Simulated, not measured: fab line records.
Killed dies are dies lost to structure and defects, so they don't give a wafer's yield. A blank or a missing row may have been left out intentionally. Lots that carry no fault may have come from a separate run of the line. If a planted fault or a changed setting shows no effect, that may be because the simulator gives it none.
fab line records    flow sky130
[record] lots = 6  wafers = 18  lastDay = 50
route steps=708 shown VIA3@587 METAL4@598
lots that met no fault: taken from a fault-free run of the same line
startH: the number of hours between the record's first day and the start of the first shown wafer of the lot    waitH: hours since the lot's step before    " repeats the value in the row above    L1.1+2: one row covering several wafers at once    - no value present, or no start provided    * or withheld: withheld    < > ~ a bound
route shown NAME@n: NAME is a module with steps in the file, n the number in the route of the first one    usual: mean and standard deviation over wafers with no fault    same: alike in all rows    chamber/n: place in a boat    sites: per-site readings    _std_site: the values' standard deviation    _edge_site: outer sites' mean less inner sites'    radiusMm: for every site, how far away it sits from the centre of the wafer    mask NAME#n: copy n    behind: the last tool/chamber to shape the wafer    hold: what put the lot on hold/how long, in hours/how the hold closed    device: the n, p or np transistor that did not switch    end of line: tests run on the same wafers once the route is complete    a step with no rows: only its recipe    killed: the dies lost at the first sort to structure and to defects; this is not the yield of the wafer    map: the dies of a wafer, with x for killed, . for not killed, _ for no die there
set.NAME: the setting as run; set.NAME@STEP: as run at that earlier step    model.NAME: the simulator's own value behind a step, which no gauge read
lots at selected steps of the route; one table per step, one row per wafer
services: from which hour (startH, from the record's first day; less than 0 if before it) a tool's chamber was out of use, for how many hours, and why
[[steps]]
[step SKY_VIA3_ETCH_14]
[recipe] chemistry = N2/H2  target = BARC  ionEnergyEv = 200  sourceW = 500  biasW = 100  pressureMtorr = 30  n2FlowSccm = 100  h2FlowSccm = 200  stopOn = SiO2  timeS = 45.9  targetDepthA = 600
[usual] biasW = 99.94/0.27  chamberPressureMTorr = 30.001/0.027  drypumpMotorCurrentA = 5.7/0.46  oesProductAu = 0.854/0.0047  throttleValvePct = 13.224/0.009
lot.wafer  tool        chamber  startH   waitH  biasW   chamberPressureMTorr  drypumpMotorCurrentA  oesProductAu  rfHoursCounterH  throttleValvePct
L172.1     rieDiel-03  2        940.55   0.0    99.95   30.049                5.7                   0.855         11               13.226
L172.5     "           2        "        "      99.87   30.017                5.7                   0.854         -                13.236
L172.6     "           0        "        "      99.91   29.991                6.5                   0.854         -                13.224
L173.1     rieDiel-03  2        946.32   0.0    99.91   29.977                5.7                   0.854         11               13.217
L173.2     "           1        "        "      100.04  29.996                4.9                   0.856         17               13.227
L173.4     "           3        "        "      99.77   30.010                6.1                   0.856         24               13.204
L174.1     rieDiel-03  1        961.85   0.0    99.63   30.045                4.9                   0.851         17               13.250
L174.2     "           3        "        "      99.99   29.971                6.1                   0.852         24               13.230
L174.6     "           1        "        "      99.92   30.006                4.9                   0.863         -                13.226
L186.1     rieDiel-02  1        1048.50  0.0    99.60   29.947                6.1                   0.845         25               13.228
L186.4     "           3        "        "      100.28  30.029                5.9                   0.854         8                13.202
L186.6     "           2        "        "      99.94   29.945                5.9                   0.856         -                13.213
L192.1     rieDiel-02  2        1075.23  0.0    99.54   29.964                5.9                   0.855         6                13.236
L192.2     "           1        "        "      99.94   30.031                6.1                   0.853         26               13.214
L192.6     "           1        "        "      100.28  29.997                6.1                   0.848         -                13.230
L191.1     rieDiel-04  0        1075.35  0.0    100.40  29.981                5.3                   0.853         22               13.215
L191.3     "           3        "        "      100.10  30.008                5.6                   0.841         16               13.231
L191.5     "           3        "        "      100.30  30.017                5.6                   0.850         -                13.221
[step SKY_VIA3_ETCH_15]
[recipe] target = SiO2  chemistry = C4F8/O2/Ar  targetDepthNm = 507  stopOn = TiN  maskMaterial = KrF-thick  sourceW = 1500  biasW = 1200  pressureMtorr = 40  c4f8FlowSccm = withheld  O2_flow_sccm = 6  Ar_flow_sccm = 300  timeS = 78
[usual] biasW = 1200/3.3  chamberPressureMTorr = 40.00/0.037  oesProductAu = 0.944/0.0048
lot.wafer  tool        chamber  startH   waitH  biasW  chamberPressureMTorr  oesProductAu  rfHoursCounterH
L172.1     rieDiel-03  2        940.59   0.0    1201   40.04                 0.952         11
L172.5     "           2        "        "      1203   40.00                 0.943         -
L172.6     "           0        "        "      1201   40.02                 0.939         -
L173.1     rieDiel-03  2        946.36   0.0    1203   39.96                 0.944         12
L173.2     "           1        "        "      1199   39.92                 0.945         17
L173.4     "           3        "        "      1200   40.01                 0.948         24
L174.1     rieDiel-03  1        961.89   0.0    1197   40.03                 0.941         17
L174.2     "           3        "        "      1200   40.03                 0.942         24
L174.6     "           1        "        "      1194   40.00                 0.933         -
L186.1     rieDiel-02  1        1048.54  0.0    1203   40.02                 0.944         25
L186.4     "           3        "        "      1200   40.00                 0.948         8
L186.6     "           2        "        "      1203   39.99                 0.950         -
L192.1     rieDiel-02  2        1075.27  0.0    1200   40.07                 0.938         6
L192.2     "           1        "        "      1203   39.98                 0.948         26
L192.6     "           1        "        "      1202   40.00                 0.946         -
L191.1     rieDiel-04  0        1075.39  0.0    1200   40.00                 0.946         22
L191.3     "           3        "        "      1200   40.02                 0.936         16
L191.5     "           3        "        "      1201   40.03                 0.947         -
[step SKY_VIA3_STRIP_16]
[recipe] chemistry = O2/N2  powerW = 1400  pressureMtorr = 1500  platenTempC = withheld  o2FlowSccm = 3000  n2FlowSccm = 300  overashFraction = 0.5
[step SKY_VIA3_STRIP_17]
[recipe] chemistry = postEtchResidueRemover  timeS = 1200  tempC = 72.5
[step SKY_VIA3_CLEAN_18]
[recipe] chemistry = IPA  timeS = 180  tempC = 25
[step SKY_VIA3_CLEAN_19]
[recipe] chemistry = O3/DIW  dry = n2Spin
[step SKY_VIA3_SPUTTER_20]
[recipe] material = TiN  targetThkNm = 20  chamberPressurePa = 5  powerW = 4000  timeS = 80
[step SKY_VIA3_CVD_21]
[recipe] material = W  targetThkNm = 390  timeS = 117.31  tempC = 400  pressureTorr = 40
[usual] heaterPowerW = 914/61
lot.wafer  tool     chamber  startH   waitH  heaterPowerW
L172.1     cvdW-02  0        941.30   0.0    820
L172.5     "        0        "        "      819
L172.6     "        1        "        "      952
L173.1     cvdW-01  0        947.07   0.0    950
L173.2     "        1        "        "      989
L173.4     "        0        "        "      925
L174.1     cvdW-02  0        962.61   0.0    815
L174.2     "        1        "        "      945
L174.6     "        0        "        "      809
L186.1     cvdW-02  1        1049.25  0.0    943
L186.4     "        0        "        "      833
L186.6     "        1        "        "      945
L192.1     cvdW-02  1        1075.98  0.0    949
L192.2     "        0        "        "      823
L192.6     "        1        "        "      958
L191.1     cvdW-02  1        1076.19  0.0    964
L191.3     "        0        "        "      812
L191.5     "        1        "        "      960
[step SKY_VIA3_RS_MEAS_22]
[recipe] thkMeasGauge = four-point-probe  reads = W_of_VIA3_CVD_21+TiN_of_VIA3_SPUTTER_20
[usual] VIA3_W_RS = 0.2958/0.003
lot.wafer  tool          chamber  startH   waitH  VIA3_W_RS[ohm/sq]
L172.1     filmMetro-02  -        941.43   0.1    0.2990
L172.5     "             -        "        "      0.2940
L172.6     "             -        "        "      0.3015
L173.1     filmMetro-03  -        947.19   0.1    0.2939
L173.2     "             -        "        "      0.2925
L173.4     "             -        "        "      0.2936
L174.1     filmMetro-01  -        962.73   0.1    0.2957
L174.2     "             -        "        "      0.2990
L174.6     "             -        "        "      0.2958
L186.1     filmMetro-01  -        1049.38  0.1    0.2972
L186.4     "             -        "        "      0.2941
L186.6     "             -        "        "      0.2986
L192.1     filmMetro-03  -        1076.11  0.1    0.2977
L192.2     "             -        "        "      0.2917
L192.6     "             -        "        "      0.2951
L191.1     filmMetro-02  -        1076.31  0.1    0.2991
L191.3     "             -        "        "      0.2925
L191.5     "             -        "        "      0.2963
[step SKY_VIA3_THK_MEAS_23]
[recipe] thkMeasGauge = xrf  reads = W_of_VIA3_CVD_21
[usual] VIA3_W_THK = 381/4.6
lot.wafer  tool          chamber  startH   waitH  VIA3_W_THK[nm]
L172.1     filmMetro-02  -        941.55   0.1    381
L172.5     "             -        "        "      384
L172.6     "             -        "        "      376
L173.1     filmMetro-03  -        947.31   0.1    386
L173.2     "             -        "        "      389
L173.4     "             -        "        "      387
L174.1     filmMetro-01  -        962.85   0.1    378
L174.2     "             -        "        "      377
L174.6     "             -        "        "      377
L186.1     filmMetro-01  -        1049.50  0.1    379
L186.4     "             -        "        "      386
L186.6     "             -        "        "      377
L192.1     filmMetro-03  -        1076.23  0.1    375
L192.2     "             -        "        "      385
L192.6     "             -        "        "      380
L191.1     filmMetro-02  -        1076.43  0.1    383
L191.3     "             -        "        "      390
L191.5     "             -        "        "      386
[step SKY_VIA3_CMP_24]
[recipe] stopOn = SiO2  tOverpolishS = 20  downForcePsi = 3.5  platenRpm = 60  targetThkNm = 0  padVelocityMS = 0.94248
[usual] motorCurrentA = 11.3/1.4  overpolishRunS = 20.001/0.0099  slurryFlowMlMin = 150.0/0.46  timeToEndpointS = 91.7/2.8
[same] tOverpolishS = 20
lot.wafer  tool    chamber  startH   waitH  motorCurrentA  overpolishRunS  slurryFlowMlMin  timeToEndpointS
L172.1     cmp-02  3        941.71   0.1    9.5            19.999          150.4            90.3
L172.5     "       1        "        "      10.1           19.986          150.1            93.3
L172.6     "       2        "        "      9.2            19.989          148.8            91.1
L173.2     cmp-01  3        947.37   0.0    13.2           20.015          150.0            93.0
L173.1     "       1        "        "      12.8           20.005          149.9            91.2
L173.4     "       2        "        "      11.7           19.995          151.0            93.9
L174.1     cmp-02  3        962.96   0.1    9.9            19.990          149.3            92.0
L174.2     "       0        "        "      12.6           19.997          150.5            86.9
L174.6     "       3        "        "      10.5           19.994          149.9            89.2
L186.1     cmp-01  2        1049.56  0.1    11.8           20.012          149.5            92.0
L186.4     "       1        "        "      11.8           20.005          149.6            90.7
L186.6     "       2        "        "      11.1           20.017          149.8            88.9
L192.2     cmp-02  1        1076.34  0.1    9.5            19.984          150.2            91.4
L192.1     "       2        "        "      9.6            20.011          149.9            88.1
L192.6     "       1        "        "      9.6            20.016          151.0            89.5
L191.3     cmp-01  3        1076.80  0.3    13.1           20.007          149.6            93.2
L191.1     "       0        "        "      12.1           20.003          149.8            95.5
L191.5     "       2        "        "      12.0           19.997          149.6            97.9
[step SKY_METAL4_SPUTTER_00]
[recipe] material = Ti  targetThkNm = 15  powerW = 3000  timeS = 10  chamberPressurePa = 0.4
[usual] cathodeDcPowerW = 3000.0/0.54  chamberPressurePa = 0.3998/0.00071  throttleValvePct = 30.4/1.3
lot.wafer  tool           chamber  startH   waitH  cathodeDcPowerW  chamberPressurePa  throttleValvePct
L172.1     pvdSputter-03  -        941.91   0.1    3000.3           0.3984             31.1
L172.5     "              -        "        "      3000.7           0.3990             32.3
L172.6     "              -        "        "      2999.1           0.4007             28.2
L173.1     pvdSputter-03  -        947.67   0.1    3000.6           0.3998             29.7
L173.2     "              -        "        "      2998.4           0.3997             28.4
L173.4     "              -        "        "      3000.6           0.3997             31.0
L174.1     pvdSputter-02  -        963.21   0.2    3000.7           0.3991             30.0
L174.2     "              -        "        "      3000.2           0.4004             30.0
L174.6     "              -        "        "      3000.2           0.3991             31.0
L186.1     pvdSputter-04  -        1049.86  0.2    3000.0           0.3994             30.5
L186.4     "              -        "        "      2999.6           0.4009             32.3
L186.6     "              -        "        "      3000.5           0.4000             31.8
L192.1     pvdSputter-03  -        1076.59  0.1    3000.4           0.4007             32.4
L192.2     "              -        "        "      3000.1           0.3996             31.0
L192.6     "              -        "        "      3000.1           0.4004             29.6
L191.1     pvdSputter-03  -        1077.05  0.1    2999.8           0.4010             29.8
L191.3     "              -        "        "      3000.7           0.4013             30.8
L191.5     "              -        "        "      3000.6           0.3996             29.9
[step SKY_METAL4_SPUTTER_01]
[recipe] material = TiN  targetThkNm = 20  powerW = 6500  timeS = 16.7  chamberPressurePa = 0.4
[usual] cathodeDcPowerW = 6500.1/1.3  chamberPressurePa = 0.4000/0.0008  throttleValvePct = 30.4/1.3
lot.wafer  tool           chamber  startH   waitH  cathodeDcPowerW  chamberPressurePa  throttleValvePct
L172.1     pvdSputter-03  -        941.93   0.0    6500.9           0.4009             31.2
L172.5     "              -        "        "      6500.0           0.4007             32.8
L172.6     "              -        "        "      6500.9           0.4002             28.3
L173.1     pvdSputter-03  -        947.70   0.0    -                -                  -
L173.2     "              -        "        "      -                -                  -
L173.4     "              -        "        "      -                -                  -
L174.1     pvdSputter-02  -        963.23   0.0    -                -                  -
L174.2     "              -        "        "      -                -                  -
L174.6     "              -        "        "      -                -                  -
L186.1     pvdSputter-04  -        1049.88  0.0    6500.5           0.3991             30.4
L186.4     "              -        "        "      6499.6           0.4007             32.4
L186.6     "              -        "        "      6499.8           0.3983             31.9
L192.1     pvdSputter-03  -        1076.61  0.0    6502.0           0.3984             32.5
L192.2     "              -        "        "      6499.2           0.4005             30.8
L192.6     "              -        "        "      6500.2           0.3991             29.7
L191.1     pvdSputter-03  -        1077.07  0.0    6499.9           0.4000             29.6
L191.3     "              -        "        "      6499.9           0.4005             30.8
L191.5     "              -        "        "      6499.9           0.4013             29.6
[step SKY_METAL4_SPUTTER_02]
[recipe] material = AlCu  targetThkNm = 735  powerW = 10600  timeS = 39.1  chamberPressurePa = 0.4
[[services]]
tool        chamber  startH   hours  kind
cmp-01      -        917.64   2.4    repair
rieDiel-04  2        917.64   2.8    repair
cvdW-01     0        918.00   -      clean
cvdW-01     1        918.00   -      clean
rieDiel-03  1        918.68   7.9    repair
rieDiel-02  3        919.90   4.2    repair
cmp-01      -        920.45   1.3    repair
rieDiel-03  1        930.28   11.1   repair
cmp-01      -        932.30   0.8    repair
cmp-01      -        949.94   2.2    repair
rieDiel-02  2        960.48   1.5    repair
rieDiel-04  2        993.29   4.0    repair
rieDiel-03  -        999.72   0.2    repair
cvdW-01     0        1002.91  1.6    repair
rieDiel-04  3        1009.54  5.5    repair
cmp-02      -        1039.62  4.8    pm
rieDiel-04  2        1041.05  8.9    repair
cmp-01      -        1041.08  0.5    repair
cvdW-01     -        1045.97  6.0    pm
cmp-01      -        1064.50  8.5    pm
[[key]]
[firstSign] step = SKY_METAL4_SPUTTER_01  reading = toolRecord  direction = missing
effect none on later readings
metAt SKY_METAL4_SPUTTER_01
struckWafers L173.1,L173.2,L173.4,L174.1,L174.2,L174.6
laterRowsLeftOut L173.1,L173.2,L173.4,L174.1,L174.2,L174.6
sortLeftOut L173.1,L173.2,L173.4,L174.1,L174.2,L174.6
onsetBetween 941.93 947.70
[fault] kind = skippedStepWhole  tool = pvdSputter-02,pvdSputter-03  chamber = -  onsetH = 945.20  steps = SKY_METAL4_SPUTTER_01  scope = struckLotsOnly
// sortLeftOut: the simulated sort isn't trusted on such a fault, so these wafers' sort isn't shown, and their yield isn't known
// laterRowsLeftOut: the simulator's readings of these wafers behind a module that went badly wrong aren't trusted and aren't shown, but for the sort
